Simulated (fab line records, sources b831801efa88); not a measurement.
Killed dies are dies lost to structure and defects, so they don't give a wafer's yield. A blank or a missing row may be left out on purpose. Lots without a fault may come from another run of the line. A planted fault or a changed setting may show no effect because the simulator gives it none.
One fault seen from 2 desks | flow sfq_line | each desk has only its own numbers; what lay behind them comes last

THE TOOL OWNER'S DESK: pvd_sputter-04
The tool's own readings at SFQ_TRILAYER_M0_DEP_SPUTTER_019 (material Nb, target thk 200 nm, time 133.3 s): means of the sampled wafers that have a number, for each lot that ran on this tool. A lot is out of limits, marked OUT, if its mean lies more than 4 standard deviations from the usual mean; the brackets give that distance.
Columns: A = chamber_pressure_pa at SFQ_TRILAYER_M0_DEP_SPUTTER_019, usual 0.13336 Pa; B = substrate_temp_c at SFQ_TRILAYER_M0_DEP_SPUTTER_019, usual 20.01 C; C = throttle_valve_pct at SFQ_TRILAYER_M0_DEP_SPUTTER_019, usual 29.9 %
lot  | first seen here | A       | B     | C
L607 | day 8 02:30     | 0.13338 | 20.06 | 30.7
L612 | day 10 01:40    | 0.13346 | 19.98 | 31.3
L614 | day 10 16:04    | 0.13356 | 19.96 | 30.4
L616 | day 11 05:26    | 0.13320 | 20.05 | 30.7
L629 | day 15 15:52    | 0.13329 | 19.96 | 31.2
This desk's finding: nothing out of limits on any of the 5 lots.

THE METROLOGY DESK
What the gauges read, lot by lot, whatever tool the lot ran on: means of the sampled wafers that have a number. A lot is out of limits, marked OUT, if its mean lies more than 4 standard deviations from the usual mean; the brackets give that distance.
Columns: A = M0_NB_RS at SFQ_M0_RS_MEAS_904, usual 0.885 ohm/sq; B = I6_BOW at SFQ_I6_BOW_MEAS_941, usual 10 um
lot  | first seen here | A                | B
L607 | day 8 02:35     | 0.889            | -1
L611 | day 9 16:10     | 0.887            | 12
L612 | day 10 01:46    | 1.004 (+13) OUT  | 10
L613 | day 10 11:23    | 0.882            | 25
L614 | day 10 16:11    | 0.949 (+7.0) OUT | 13
L616 | day 11 05:32    | 1.001 (+13) OUT  | -18
L620 | day 12 05:23    | 0.885            | -1
L621 | day 12 13:48    | 0.881            | 11
L622 | day 12 19:04    | 0.876            | 12
L623 | day 12 20:15    | 0.886            | 4
L624 | day 13 06:09    | 0.889            | 18
L625 | day 13 16:40    | 0.897            | 16
L626 | day 14 15:52    | 0.885            | 16
L627 | day 15 01:35    | 0.890            | 11
L629 | day 15 16:00    | 0.869            | -12
This desk's finding: out of limits on L612, L614, L616; first on L612, day 10 01:46 (M0_NB_RS at SFQ_M0_RS_MEAS_904). In limits: L607, L611, L613, L620, L621, L622, L623, L624, L625, L626, L627, L629.

PUT TOGETHER
The metrology desk could have raised an alarm at day 10 01:46, on L612, L614, L616.
The tool owner's desk saw nothing out of limits.
The tool owner's desk has L612, L614, L616 on record, within its limits.
Of the lots named, all ran SFQ_TRILAYER_M0_DEP_SPUTTER_019 on pvd_sputter-04.

WHAT THE SIMULATOR HAD PUT IN
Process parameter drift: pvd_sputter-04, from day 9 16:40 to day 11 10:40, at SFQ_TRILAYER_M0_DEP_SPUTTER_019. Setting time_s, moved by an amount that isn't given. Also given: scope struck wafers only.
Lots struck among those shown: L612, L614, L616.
Hours from the fault's start to each desk's first reading out of limits: the metrology desk, 9.
